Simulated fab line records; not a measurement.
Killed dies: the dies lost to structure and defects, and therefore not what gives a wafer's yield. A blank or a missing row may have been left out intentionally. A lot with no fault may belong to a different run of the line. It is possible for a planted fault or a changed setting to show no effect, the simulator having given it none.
Problem report in the 8D (eight disciplines) form, filled by code    flow sfq_line    the parts of the form that need people (team, actions taken, sign-off) are left out

1. THE PROBLEM
Wafers free of any fault read 0.889 ohm/sq (standard deviation 0.011) for M6_NB_RS at SFQ_M6_RS_MEAS_938, against a mean of 0.562 ohm/sq on 5 wafers of 2 lots. Measured from the usual mean, that is -30 standard deviations.
The step: measures by four-point-probe.
First seen on wafer L173.3, day 70 01:11, on film_metro-02. Wafers with a number at this step in the record: 41, from 14 lots. Rule for "out", or "out of limits": more than 4 standard deviations from the usual mean. The other wafers with a number count as sound.

2. WHAT IT IS, WHAT IT ISN'T
question                     is                      is not
which readings at this step  M6_NB_RS                -
which lots                   L173, L174              L154, L155, L161, L162, L163, L164, L165, L166, L167, L171, L172, L175
which wafers of those lots   all that have a number  -
read on which gauges         film_metro-02           film_metro-01, film_metro-03
when                         from day 70 01:11       up to then (33 sound wafers); but 3 sound wafers of L175 came after

3. THE SUSPECTS, EACH WITH WHAT RULES IT OUT
Counting: a tool at a process step up to the reading stays a suspect if it ran every lot that is out and no sound lot after the first of them.
- the gauge at SFQ_M6_RS_MEAS_938: ruled out. All the wafers that are out were read on film_metro-02, but those of them that SFQ_TRILAYER_M6_ETCH_METAL_ETCH_162 has rows for are out there too, on other tools.
- pvd_sputter-06 at SFQ_TRILAYER_M6_DEP_SPUTTER_157 (material Nb, target thk 200 nm, time 133.3 s): kept. It processed each lot that is out, first L173 at day 70 01:03, and no sound lot thereafter; up to then, the last sound lot it processed was L172 at day 69 12:55.
After counting, what remains is pvd_sputter-06 at SFQ_TRILAYER_M6_DEP_SPUTTER_157.

4. THE CAUSE (what the simulator had put in)
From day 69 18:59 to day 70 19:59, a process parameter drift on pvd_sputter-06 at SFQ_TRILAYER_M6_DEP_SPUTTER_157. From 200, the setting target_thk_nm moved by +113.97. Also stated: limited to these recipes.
Only this tool survived the counting.

5. THE EFFECT CHAIN, in route order
One row per reading whose mean, taken over the struck wafers that have a number, lies over 3 standard deviations from the usual. Readings are gone through only where the record gives a usual standard deviation; hours: the median, over the lots, of the time from a lot's start at the first step in this table giving one to that lot's start at this step; sigmas: the change measured in usual standard deviations.
hours  step                                 reading         usual         on struck wafers  change  sigmas
0      SFQ_M6_RS_MEAS_938                   M6_NB_RS        0.889 ohm/sq  0.562             -0.327  -30
6      SFQ_TRILAYER_M6_ETCH_METAL_ETCH_162  oes_product_au  0.894 a.u.    1.005             +0.111  +15
It contains these process steps:
- SFQ_TRILAYER_M6_ETCH_METAL_ETCH_162: etches Nb in Cl2/Ar, stops on SiO2, target depth 240 nm, time 120 s.

6. HOW IT WOULD HAVE BEEN CAUGHT EARLIER
6 hours passed between the start of the fault at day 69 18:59 and the first reading out of limits at a measuring or inspecting step in this record, taken at day 70 01:11.
No tool reading at SFQ_TRILAYER_M6_DEP_SPUTTER_157 that has a usual standard deviation in the record was out on any struck wafer, so an alarm limit of 4 standard deviations on those readings would not have fired.
Among the 2 lots that are out, L174 began SFQ_TRILAYER_M6_DEP_SPUTTER_157 on pvd_sputter-06 after day 70 01:11. Putting the tool on hold at that point would have spared it.
